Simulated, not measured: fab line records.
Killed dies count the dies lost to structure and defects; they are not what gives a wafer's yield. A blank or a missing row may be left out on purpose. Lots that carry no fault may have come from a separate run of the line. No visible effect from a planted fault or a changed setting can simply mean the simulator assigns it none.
Which of the tools did it?	flow sky130	Sampling: 13 lots, 39 wafers, 2 of 708 route steps

== WHAT THE GAUGES READ, wafer by wafer ==
SKY_VIA4_THK_MEAS_20: measures by xrf.
lot	measured	on	VIA4_W_THK (nm)
L452	day 42 13:54	film-metro-03	504 510 501
L453	day 42 20:49	film-metro-03	502 503 507
L454	day 43 00:17	film-metro-01	506 508 505
L455	day 43 11:58	film-metro-03	509 510 509
L456	day 43 14:33	film-metro-01	498 507 495
L457	day 44 03:35	film-metro-03	504 508 511
L458	day 44 05:01	film-metro-04	492 493 492
L460	day 44 17:50	film-metro-04	492 485 489
L461	day 45 06:58	film-metro-04	505 492 499
L462	day 45 14:46	film-metro-03	509 503 502
L470	day 47 14:47	film-metro-01	503 505 497
L475	day 48 20:59	film-metro-04	499 504 497
L471	day 48 23:50	film-metro-01	511 518 519

== WHAT TOOL EACH LOT RAN ON (gives the tool, then ch and the chambers of the sampled wafers, and finally the start) ==
lot	SKY_CONTACT_CMP_27
L452	cmp-01 ch 0,1, day 31 09:03
L453	cmp-01 ch 0,1,2, day 31 15:46
L454	cmp-02 ch 2,3, day 31 19:05
L455	cmp-01 ch 0,1,2, day 32 07:51
L456	cmp-02 ch 0,3, day 32 14:09
L457	cmp-01 ch 0,3, day 33 04:23
L458	cmp-01 ch 0,1,3, day 33 07:59
L460	cmp-01 ch 0,2, day 33 23:02
L461	cmp-01 ch 0,1,3, day 34 13:20
L462	cmp-02 ch 0,1,3, day 34 21:58
L470	cmp-01 ch 0,1, day 37 12:33
L475	cmp-01 ch 0,2,3, day 39 05:43
L471	cmp-01 ch 0,1, day 39 08:31
- SKY_CONTACT_CMP_27: polishes, stops on SiO2, t overpolish 15 s, target thk 0 nm.

== AS READ BY THE TOOLS THEMSELVES (means over the sampled wafers that have a number; for cases with no such wafer, the mark the record gives instead) ==
SKY_CONTACT_CMP_27.
lot	tool	motor-current-A (A)	overpolish-run-s (s)	time-to-endpoint-s (s)
L452	cmp-01	11.7	14.999	84
L453	cmp-01	11.7	15.003	84
L454	cmp-02	10.6	15.003	78
L455	cmp-01	11.5	15.007	84
L456	cmp-02	10.8	15.004	80
L457	cmp-01	11.6	14.994	87
L458	cmp-01	11.5	15.001	86
L460	cmp-01	11.2	15.002	83
L461	cmp-01	11.2	14.994	80
L462	cmp-02	11.4	15.006	80
L470	cmp-01	11.5	14.990	82
L475	cmp-01	11.0	14.998	86
L471	cmp-01	11.3	15.002	82

== THE ANSWER, worked out from the rows above alone ==
Rule: what is usual is taken from the lots themselves. Put in order of their means at a reading, lots are off if they are a third of the lots or fewer, leave a main group of 4 or more, and stand apart from it by a gap of 3 or more times the standard deviation of the main group's means; of several such gaps the widest counts. Not used: any main group whose means are identical at the precision the tables above print for the reading. Also off: a lot with no number at a reading for which 4 or more lots have one. Any other lot the step has rows for is counted as sound. The gauges are gone through in route order, then the tools' own readings, and for those a lot's mean is taken as printed above. At the first step where some lot is off, the reading lying furthest off is the one used; lots without a number count as furthest.
None of the lots is off at any reading shown; this tells nothing.

== WHAT THE SIMULATOR HAD INSERTED ==
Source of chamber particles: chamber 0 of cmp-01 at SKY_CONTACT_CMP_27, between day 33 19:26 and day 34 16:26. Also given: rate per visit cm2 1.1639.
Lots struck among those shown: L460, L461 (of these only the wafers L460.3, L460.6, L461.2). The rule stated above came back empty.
